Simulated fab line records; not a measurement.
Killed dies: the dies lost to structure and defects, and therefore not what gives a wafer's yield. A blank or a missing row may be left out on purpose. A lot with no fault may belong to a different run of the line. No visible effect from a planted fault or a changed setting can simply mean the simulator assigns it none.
The tool behind it: which one? || flow gf180mcu || 7 lots with 21 wafers sampled at 3 steps, on a route of 602 steps

WHAT THE GAUGES SHOWED, per wafer
GF_M1_THK_MEAS_06: measures by xrf.
{"lot": "L549", "measured": "day 17 02:20", "on": "filmMetro-01", "M1_ALCU_THK (nm)": "439 446 448"}
{"lot": "L554", "measured": "day 19 00:40", "on": "filmMetro-01", "M1_ALCU_THK (nm)": "436 445 447"}
{"lot": "L560", "measured": "day 21 01:41", "on": "filmMetro-01", "M1_ALCU_THK (nm)": "430 444 437"}
{"lot": "L563", "measured": "day 22 02:15", "on": "filmMetro-04", "M1_ALCU_THK (nm)": "438 440 437"}
{"lot": "L565", "measured": "day 22 17:41", "on": "filmMetro-03", "M1_ALCU_THK (nm)": "450 442 452"}
{"lot": "L567", "measured": "day 23 04:57", "on": "filmMetro-01", "M1_ALCU_THK (nm)": "450 444 448"}
{"lot": "L569", "measured": "day 24 01:28", "on": "filmMetro-04", "M1_ALCU_THK (nm)": "454 452 458"}

EACH LOT AND THE TOOL THAT RAN IT (in order: tool; ch and the chambers of the sampled wafers; start)
{"lot": "L549", "GF_CONTACT_SPUTTER_23": "pvdSputter-01, day 17 01:23", "GF_M1_SPUTTER_04": "pvdSputter-02, day 17 02:11"}
{"lot": "L554", "GF_CONTACT_SPUTTER_23": "pvdSputter-02, day 18 23:41", "GF_M1_SPUTTER_04": "pvdSputter-04, day 19 00:29"}
{"lot": "L560", "GF_CONTACT_SPUTTER_23": "pvdSputter-03, day 21 00:43", "GF_M1_SPUTTER_04": "pvdSputter-04, day 21 01:31"}
{"lot": "L563", "GF_CONTACT_SPUTTER_23": "pvdSputter-01, day 22 01:17", "GF_M1_SPUTTER_04": "pvdSputter-04, day 22 02:05"}
{"lot": "L565", "GF_CONTACT_SPUTTER_23": "pvdSputter-02, day 22 16:43", "GF_M1_SPUTTER_04": "pvdSputter-03, day 22 17:31"}
{"lot": "L567", "GF_CONTACT_SPUTTER_23": "pvdSputter-02, day 23 03:53", "GF_M1_SPUTTER_04": "pvdSputter-04, day 23 04:47"}
{"lot": "L569", "GF_CONTACT_SPUTTER_23": "pvdSputter-01, day 24 00:29", "GF_M1_SPUTTER_04": "pvdSputter-02, day 24 01:17"}
- GF_CONTACT_SPUTTER_23: material TiN, target thk 10 nm, time 40 s.
- GF_M1_SPUTTER_04: material TiN, target thk 50 nm, time 41.7 s.

THE ANSWER, worked out from the rows above alone
Rule: usual is defined by the lots themselves. The widest of any qualifying gaps counts: lots, ordered by their means at a reading, are off when they make up no more than a third of the lots, leave a main group of 4 or more, and stand apart from it by 3 or more times the standard deviation of that group's means. If all means in a main group match to the digits the tables above print for the reading, that group is not used. Also off: a lot with no number at a reading for which 4 or more lots have one. All remaining lots with rows at the step are treated as sound.
Across all readings shown, no lot is off: no conclusion can be drawn from this.

WHAT HAD BEEN PUT IN BY THE SIMULATOR
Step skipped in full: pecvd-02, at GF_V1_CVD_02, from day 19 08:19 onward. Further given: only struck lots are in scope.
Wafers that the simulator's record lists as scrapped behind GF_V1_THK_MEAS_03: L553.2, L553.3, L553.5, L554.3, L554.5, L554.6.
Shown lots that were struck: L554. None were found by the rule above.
